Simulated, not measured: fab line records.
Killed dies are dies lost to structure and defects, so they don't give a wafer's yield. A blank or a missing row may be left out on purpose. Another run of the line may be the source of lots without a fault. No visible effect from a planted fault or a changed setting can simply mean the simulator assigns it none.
A single fault, viewed from 2 desks + flow sky130 + each desk holds nothing but its own numbers, with what lay behind them at the end

## THE METROLOGY DESK
What the gauges read for every lot (on any tool): the sampled wafers with a number, averaged. If a lot's mean is further than 4 standard deviations from the usual mean, the lot is out of limits and carries the mark OUT (the distance appears in the brackets).
Columns: A = cd-nm at SKY_VIA1_CD_MEAS_12, usual 149.2 nm; B = VIA1_OVL at SKY_VIA1_OVL_MEAS_13, usual 0 nm
| lot  | first seen here | A     | B  |
|------|-----------------|-------|----|
| L376 | day 36 01:29    | 146.6 | -2 |
| L384 | day 37 19:04    | 149.4 | -3 |
| L387 | day 38 16:12    | 149.6 | -3 |
| L389 | day 39 14:31    | 148.9 | -2 |
| L394 | day 40 17:43    | 150.6 | 8  |
This desk found nothing out of limits on any of the 5 lots.

## DESK OF THE TOOL OWNER: pvd-sputter-02
The tool's own readings at SKY_VIA1_SPUTTER_20 (material TiN, target thk 20 nm, time 80 s): means of the sampled wafers that have a number, for each lot that ran on this tool. If a lot's mean is further than 4 standard deviations from the usual mean, the lot is out of limits and carries the mark OUT (the distance appears in the brackets).
Columns: A = throttle-valve-pct at SKY_VIA1_SPUTTER_20, usual 29.9 %
| lot  | first seen here | A    |
|------|-----------------|------|
| L376 | day 36 02:21    | 29.8 |
| L389 | day 39 15:22    | 30.2 |
This desk found nothing out of limits on any of the 2 lots.

## BROUGHT TOGETHER
Nothing out of limits was seen by the metrology desk.
Nothing out of limits was seen by the tool owner's desk.

## WHAT WAS PUT IN BY THE SIMULATOR
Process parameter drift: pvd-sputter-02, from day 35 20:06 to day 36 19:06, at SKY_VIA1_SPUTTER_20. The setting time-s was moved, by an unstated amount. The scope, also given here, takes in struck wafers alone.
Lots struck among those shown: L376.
